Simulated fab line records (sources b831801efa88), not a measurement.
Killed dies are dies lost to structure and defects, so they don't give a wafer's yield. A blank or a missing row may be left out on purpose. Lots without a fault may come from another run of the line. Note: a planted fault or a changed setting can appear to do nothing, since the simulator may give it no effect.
fab line records ; flow gf180mcu
[record] lots = 13; wafers = 39; last_day = 34
route steps=602 shown DNWELL@39 V4@481
lots that met no fault: from a run of the same line without faults
start_h: start of the lot's first displayed wafer, in hours after the record's first day ; wait_h: hours from the lot's prior step to this one ; " unchanged from the row above ; L1.1+2: a single row standing in for several wafers ; - no value, or no start given ; * or withheld: withheld ; < > ~ a bound
route shown NAME@n: a module of which the file shows steps, and the number in the route of the first ; usual: mean/standard deviation of fault-free wafers ; same: alike in all rows ; chamber/n: place in a boat ; sites: each site's reading ; _std_site: standard deviation across them ; _edge_site: outer sites' mean less inner sites' ; radius_mm: for every site, how far away it sits from the centre of the wafer ; mask NAME#n: copy n ; behind: the last tool/chamber to shape the wafer ; hold: why the lot was held/for how many hours/how that ended ; device: the transistor (n, p or np) that didn't switch ; end of line: tests run on the same wafers once the route is complete ; step lacking rows: just its recipe ; killed: not the wafer's yield, but the dies lost to structure and defects at the first sort ; map: shows each die of a wafer: x if killed, . if not, _ if none is there
set.NAME: the run value of the setting; set.NAME@STEP: its run value at that earlier step ; model.NAME: the simulator's own value behind a step, which no gauge read
steps of the route over a sample of lots; a table a step, a row a wafer
services: when a tool's chamber went out of use (start_h, in hours from the record's first day, below 0 if earlier), for how many hours, and the reason
[[steps]]
[step GF_DNWELL_IMPLANT_07]
[recipe] species = P; energy_kev = 1500; dose_cm2 = 1e+13; tilt_deg = 0
[usual] tilt_deg = 0.003/0.02
[same] implant_ion_amu = 31
lot.wafer;tool;chamber;start_h;wait_h;tilt_deg
L699.2;implanter-04;0;44.28;-;0.005
L699.4;implanter-04;0;44.28;-;0.019
L699.6;implanter-04;0;44.28;-;0.005
L700.4;implanter-02;0;47.93;-;0.021
L700.5;implanter-02;0;47.93;-;0.006
L700.6;implanter-02;0;47.93;-;-0.005
L702.4;implanter-01;0;63.98;-;0.014
L702.5;implanter-01;0;63.98;-;-0.007
L702.6;implanter-01;0;63.98;-;0.010
L704.2;implanter-04;0;70.68;-;0.002
L704.3;implanter-04;0;70.68;-;-0.011
L704.5;implanter-04;0;70.68;-;0.009
L706.1;implanter-01;0;82.61;-;-0.013
L706.3;implanter-01;0;82.61;-;0.004
L706.5;implanter-01;0;82.61;-;-0.028
L707.1;implanter-02;0;85.91;-;0.008
L707.2;implanter-02;0;85.91;-;0.008
L707.4;implanter-02;0;85.91;-;0.013
L708.1;implanter-01;0;90.00;-;0.045
L708.3;implanter-01;0;90.00;-;0.012
L708.5;implanter-01;0;90.00;-;0.024
L709.1;implanter-04;0;96.66;-;0.001
L709.4;implanter-04;0;96.66;-;0.022
L709.6;implanter-04;0;96.66;-;0.010
L710.4;implanter-02;0;101.48;-;-0.016
L710.5;implanter-02;0;101.48;-;-0.017
L710.6;implanter-02;0;101.48;-;-0.018
L712.3;implanter-04;0;112.91;-;0.002
L712.5;implanter-04;0;112.91;-;0.013
L712.6;implanter-04;0;112.91;-;-0.003
L718.1;implanter-02;0;143.01;-;8.845
L718.4;implanter-02;0;143.01;-;8.881
L718.5;implanter-02;0;143.01;-;8.854
L721.2;implanter-02;0;158.63;-;8.840
L721.3;implanter-02;0;158.63;-;8.795
L721.5;implanter-02;0;158.63;-;8.810
L722.1;implanter-04;0;164.06;-;-0.023
L722.3;implanter-04;0;164.06;-;0.006
L722.6;implanter-04;0;164.06;-;0.028
[step GF_DNWELL_TW_MEAS_09]
[usual] DNWELL_TW = 1338/15
lot.wafer;tool;chamber;start_h;wait_h;hold;DNWELL_TW
L699.2;film_metro-02;-;44.51;0.1;-;1338
L699.4;film_metro-02;-;44.51;0.1;-;1340
L699.6;film_metro-02;-;44.51;0.1;-;1338
L700.4;film_metro-02;-;48.14;0.1;-;1332
L700.5;film_metro-02;-;48.14;0.1;-;1341
L700.6;film_metro-02;-;48.14;0.1;-;1343
L702.4;film_metro-02;-;64.18;0.1;-;1329
L702.5;film_metro-02;-;64.18;0.1;-;1340
L702.6;film_metro-02;-;64.18;0.1;-;1334
L704.2;film_metro-02;-;70.92;0.1;-;1337
L704.3;film_metro-02;-;70.92;0.1;-;1328
L704.5;film_metro-02;-;70.92;0.1;-;1332
L706.1;film_metro-03;-;82.86;0.1;-;1337
L706.3;film_metro-03;-;82.86;0.1;-;1341
L706.5;film_metro-03;-;82.86;0.1;-;1333
L707.1;film_metro-02;-;86.16;0.1;-;1333
L707.2;film_metro-02;-;86.16;0.1;-;1328
L707.4;film_metro-02;-;86.16;0.1;-;1336
L708.1;film_metro-03;-;90.25;0.1;-;1335
L708.3;film_metro-03;-;90.25;0.1;-;1328
L708.5;film_metro-03;-;90.25;0.1;-;1336
L709.1;film_metro-02;-;96.91;0.1;-;1330
L709.4;film_metro-02;-;96.91;0.1;-;1338
L709.6;film_metro-02;-;96.91;0.1;-;1337
L710.4;film_metro-03;-;101.69;0.1;-;1316
L710.5;film_metro-03;-;101.69;0.1;-;1322
L710.6;film_metro-03;-;101.69;0.1;-;1321
L712.3;film_metro-01;-;113.13;0.1;-;1363
L712.5;film_metro-01;-;113.13;0.1;-;1358
L712.6;film_metro-01;-;113.13;0.1;-;1358
L718.1;film_metro-02;-;143.26;0.1;await_dispo/0.2h/release;1502
L718.4;film_metro-02;-;143.26;0.1;await_dispo/0.2h/release;1495
L718.5;film_metro-02;-;143.26;0.1;await_dispo/0.2h/release;1498
L718.1;film_metro-02;-;143.48;0.2;-;1502
L718.4;film_metro-02;-;143.48;0.2;-;1504
L718.5;film_metro-02;-;143.48;0.2;-;1500
L721.2;film_metro-03;-;158.87;0.1;await_dispo/0.2h/release;1497
L721.3;film_metro-03;-;158.87;0.1;await_dispo/0.2h/release;1491
L721.5;film_metro-03;-;158.87;0.1;await_dispo/0.2h/release;1486
L721.2;film_metro-03;-;159.09;0.2;-;1499
L721.3;film_metro-03;-;159.09;0.2;-;1491
L721.5;film_metro-03;-;159.09;0.2;-;1490
L722.1;film_metro-02;-;164.31;0.1;-;1334
L722.3;film_metro-02;-;164.31;0.1;-;1327
L722.6;film_metro-02;-;164.31;0.1;-;1335
[step GF_V4_BOW_MEAS_05]
[recipe] mode = bow
[usual] V4_BOW = 135/8.9
lot.wafer;tool;chamber;start_h;wait_h;V4_BOW[um]
L699.2;film_metro-03;-;539.38;0.3;136
L699.4;film_metro-03;-;539.38;0.3;134
L699.6;film_metro-03;-;539.38;0.3;146
L700.4;film_metro-01;-;543.35;0.2;128
L700.5;film_metro-01;-;543.35;0.2;135
L700.6;film_metro-01;-;543.35;0.2;126
L702.4;film_metro-04;-;574.37;0.3;126
L702.5;film_metro-04;-;574.37;0.3;122
L702.6;film_metro-04;-;574.37;0.3;125
L704.2;film_metro-01;-;586.11;0.1;127
L704.3;film_metro-01;-;586.11;0.1;136
L704.5;film_metro-01;-;586.11;0.1;128
L706.1;film_metro-04;-;601.58;0.1;137
L706.3;film_metro-04;-;601.58;0.1;145
L706.5;film_metro-04;-;601.58;0.1;137
L707.1;film_metro-03;-;606.24;0.1;125
L707.2;film_metro-03;-;606.24;0.1;132
L707.4;film_metro-03;-;606.24;0.1;134
L708.1;film_metro-03;-;609.96;0.2;132
L708.3;film_metro-03;-;609.96;0.2;141
L708.5;film_metro-03;-;609.96;0.2;134
L709.1;film_metro-04;-;620.90;0.2;123
L709.4;film_metro-04;-;620.90;0.2;123
L709.6;film_metro-04;-;620.90;0.2;125
L710.4;film_metro-03;-;635.42;0.2;134
L710.5;film_metro-03;-;635.42;0.2;132
L710.6;film_metro-03;-;635.42;0.2;132
L712.3;film_metro-04;-;643.49;0.2;144
L712.5;film_metro-04;-;643.49;0.2;137
L712.6;film_metro-04;-;643.49;0.2;135
L718.1;film_metro-04;-;683.26;0.2;136
L718.4;film_metro-04;-;683.26;0.2;149
L718.5;film_metro-04;-;683.26;0.2;142
L721.2;film_metro-03;-;699.80;0.1;136
L721.3;film_metro-03;-;699.80;0.1;141
L721.5;film_metro-03;-;699.80;0.1;133
L722.1;film_metro-04;-;707.80;0.2;125
L722.3;film_metro-04;-;707.80;0.2;128
L722.6;film_metro-04;-;707.80;0.2;125
[step GF_V4_ETCH_16]
[recipe] chemistry = N2/H2; target_depth_a = withheld; overetch_a = withheld; time_s = withheld; target = BARC; ion_energy_ev = 200; source_w = 500; bias_w = 100; pressure_mtorr = 30; n2_flow_sccm = 100; h2_flow_sccm = 200
[usual] drypump_motor_current_A = 5.8/0.36; h2_flow_sccm = 200.1/0.63; oes_product_au = 0.855/0.0048; throttle_valve_pct = 13.223/0.009
lot.wafer;tool;chamber;start_h;wait_h;drypump_motor_current_A;h2_flow_sccm;oes_product_au;throttle_valve_pct
L699.2;rie_diel-03;3;561.31;0.0;5.5;200.6;0.855;13.203
L699.4;rie_diel-03;1;561.31;0.0;5.3;200.6;0.854;13.229
L699.6;rie_diel-03;3;561.31;0.0;5.5;199.9;0.861;13.214
L700.4;rie_diel-03;1;565.18;0.0;5.3;200.7;0.854;13.229
L700.5;rie_diel-03;2;565.18;0.0;5.0;199.4;0.854;13.235
L700.6;rie_diel-03;3;565.18;0.0;5.5;199.3;0.855;13.244
L702.4;rie_diel-02;0;595.41;0.0;6.2;199.8;0.857;13.208
L702.5;rie_diel-02;2;595.41;0.0;5.7;200.3;0.855;13.222
L702.6;rie_diel-02;1;595.41;0.0;5.9;200.1;0.848;13.236
L704.2;rie_diel-02;3;607.36;0.0;6.0;200.4;0.859;13.202
L704.3;rie_diel-02;2;607.36;0.0;5.7;200.7;0.854;13.229
L704.5;rie_diel-02;1;607.36;0.0;5.9;200.4;0.856;13.229
L706.1;rie_diel-02;0;622.56;0.0;6.1;199.5;0.864;13.236
L706.3;rie_diel-02;2;622.56;0.0;5.7;200.6;0.857;13.238
L706.5;rie_diel-02;0;622.56;0.0;6.1;199.8;0.860;13.234
L707.1;rie_diel-03;3;626.86;0.0;5.5;200.5;0.856;13.222
L707.2;rie_diel-03;2;626.86;0.0;5.0;199.6;0.857;13.233
L707.4;rie_diel-03;3;626.86;0.0;5.5;199.0;0.856;13.224
L708.1;rie_diel-02;2;630.71;0.0;5.7;200.5;0.853;13.212
L708.3;rie_diel-02;3;630.71;0.0;6.0;199.0;0.856;13.222
L708.5;rie_diel-02;1;630.71;0.0;5.8;200.3;0.853;13.228
L709.1;rie_diel-03;2;641.05;0.0;5.0;199.0;0.850;13.227
L709.4;rie_diel-03;3;641.05;0.0;5.5;200.4;0.852;13.222
L709.6;rie_diel-03;1;641.05;0.0;5.3;200.1;0.861;13.227
L710.4;rie_diel-02;2;655.11;0.0;5.7;200.2;0.853;13.208
L710.5;rie_diel-02;2;655.11;0.0;5.7;200.0;0.860;13.232
L710.6;rie_diel-02;1;655.11;0.0;5.8;200.7;0.860;13.223
L712.3;rie_diel-03;2;664.16;0.0;5.0;200.4;0.859;13.237
L712.5;rie_diel-03;0;664.16;0.0;5.6;200.6;0.854;13.216
L712.6;rie_diel-03;3;664.16;0.0;5.5;199.4;0.870;13.227
L718.1;rie_diel-02;0;701.90;0.0;6.1;200.6;0.854;13.239
L718.4;rie_diel-02;1;701.90;0.0;5.8;200.9;0.856;13.231
L718.5;rie_diel-02;3;701.90;0.0;6.0;199.3;0.859;13.224
L721.2;rie_diel-03;1;717.85;0.0;5.4;200.6;0.855;13.218
L721.3;rie_diel-03;3;717.85;0.0;5.5;199.9;0.853;13.218
L721.5;rie_diel-03;1;717.85;0.0;5.4;199.9;0.852;13.228
L722.1;rie_diel-04;0;726.13;0.0;6.2;199.7;0.853;13.218
L722.3;rie_diel-04;2;726.13;0.0;5.5;200.4;0.852;13.220
L722.6;rie_diel-04;0;726.13;0.0;6.2;198.9;0.849;13.230
[step GF_V4_RS_MEAS_24]
[recipe] thk_meas_gauge = four-point-probe; reads = W_of_V4_CVD_23+TiN_of_V4_SPUTTER_22+Ti_of_V4_SPUTTER_21
[usual] V4_W_RS = 0.326/0.0046
lot.wafer;tool;chamber;start_h;wait_h;V4_W_RS[ohm/sq]
L699.2;film_metro-04;-;562.34;0.1;0.326
L699.4;film_metro-04;-;562.34;0.1;0.329
L699.6;film_metro-04;-;562.34;0.1;0.330
L700.4;film_metro-04;-;566.43;0.1;0.326
L700.5;film_metro-04;-;566.43;0.1;0.328
L700.6;film_metro-04;-;566.43;0.1;0.325
L702.4;film_metro-01;-;596.43;0.1;0.330
L702.5;film_metro-01;-;596.43;0.1;0.321
L702.6;film_metro-01;-;596.43;0.1;0.328
L704.2;film_metro-03;-;608.36;0.2;0.317
L704.3;film_metro-03;-;608.36;0.2;0.319
L704.5;film_metro-03;-;608.36;0.2;0.320
L706.1;film_metro-04;-;623.43;0.1;0.333
L706.3;film_metro-04;-;623.43;0.1;0.324
L706.5;film_metro-04;-;623.43;0.1;0.326
L707.1;film_metro-03;-;627.74;0.1;0.326
L707.2;film_metro-03;-;627.74;0.1;0.329
L707.4;film_metro-03;-;627.74;0.1;0.321
L708.1;film_metro-01;-;631.58;0.1;0.322
L708.3;film_metro-01;-;631.58;0.1;0.331
L708.5;film_metro-01;-;631.58;0.1;0.320
L709.1;film_metro-03;-;641.96;0.1;0.325
L709.4;film_metro-03;-;641.96;0.1;0.333
L709.6;film_metro-03;-;641.96;0.1;0.331
L710.4;film_metro-04;-;656.04;0.1;0.328
L710.5;film_metro-04;-;656.04;0.1;0.317
L710.6;film_metro-04;-;656.04;0.1;0.322
L712.3;film_metro-04;-;665.10;0.1;0.318
L712.5;film_metro-04;-;665.10;0.1;0.323
L712.6;film_metro-04;-;665.10;0.1;0.317
L718.1;film_metro-03;-;702.82;0.1;0.321
L718.4;film_metro-03;-;702.82;0.1;0.325
L718.5;film_metro-03;-;702.82;0.1;0.323
L721.2;film_metro-01;-;718.79;0.1;0.319
L721.3;film_metro-01;-;718.79;0.1;0.318
L721.5;film_metro-01;-;718.79;0.1;0.319
L722.1;film_metro-04;-;727.34;0.1;0.327
L722.3;film_metro-04;-;727.34;0.1;0.325
L722.6;film_metro-04;-;727.34;0.1;0.326
[[services]]
tool;chamber;start_h;hours;kind
implanter-04;-;33.12;0.7;repair
implanter-04;-;62.65;2.7;pm
rie_diel-03;1;108.58;7.5;repair
implanter-04;-;120.57;10.9;repair
rie_diel-02;-;129.00;0.3;repair
rie_diel-02;0;130.48;13.7;repair
rie_diel-02;-;198.06;1.1;repair
rie_diel-03;2;207.79;6.6;repair
rie_diel-02;-;227.47;1.0;repair
rie_diel-02;0;270.66;4.0;repair
rie_diel-03;0;272.05;1.9;repair
rie_diel-02;0;302.31;3.7;repair
rie_diel-03;-;306.05;1.2;repair
rie_diel-03;2;313.07;5.2;repair
rie_diel-03;-;363.10;2.8;pm
rie_diel-02;3;372.64;9.8;repair
rie_diel-03;-;374.45;14.2;repair
rie_diel-03;2;537.54;5.5;repair
rie_diel-03;0;565.01;6.4;repair
rie_diel-03;1;609.15;7.6;repair
rie_diel-03;2;612.19;12.3;repair
rie_diel-02;-;650.76;0.3;repair
rie_diel-02;1;680.96;2.6;repair
rie_diel-02;2;701.75;5.0;repair
[[key]]
[first_sign] step = GF_DNWELL_IMPLANT_07; reading = tilt_deg; direction = up; sigmas = 99+; usual = 0.003; struck = 8.837
[effect] step = GF_DNWELL_TW_MEAS_09; reading = visit; direction = added
[effect] step = GF_DNWELL_TW_MEAS_09; reading = DNWELL_TW; direction = up; sigmas = 11; usual = 1338; struck = 1495
met_at GF_DNWELL_IMPLANT_07
struck_lots L718,L721
tester_left_out L718,L721
not_acting_at GF_V4_BOW_MEAS_05,GF_V4_ETCH_16,GF_V4_RS_MEAS_24
onset_between 101.48 143.01
[fault] kind = process_parameter_drift; tool = implanter-02; chamber = -; onset_h = 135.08; steps = GF_DNWELL_IMPLANT_07; channel = tilt_deg; offset = 8.8284; shape = step; end_h = 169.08; acts_in = these_recipes_only; stated = 0
// tester_left_out: of these lots the tester's yield and bins aren't shown, on N5 and GAA mostly nor the transistor test; their killed dies are dies lost to structure and defects alone, not to doping, threshold or leakage, so they don't give the yield
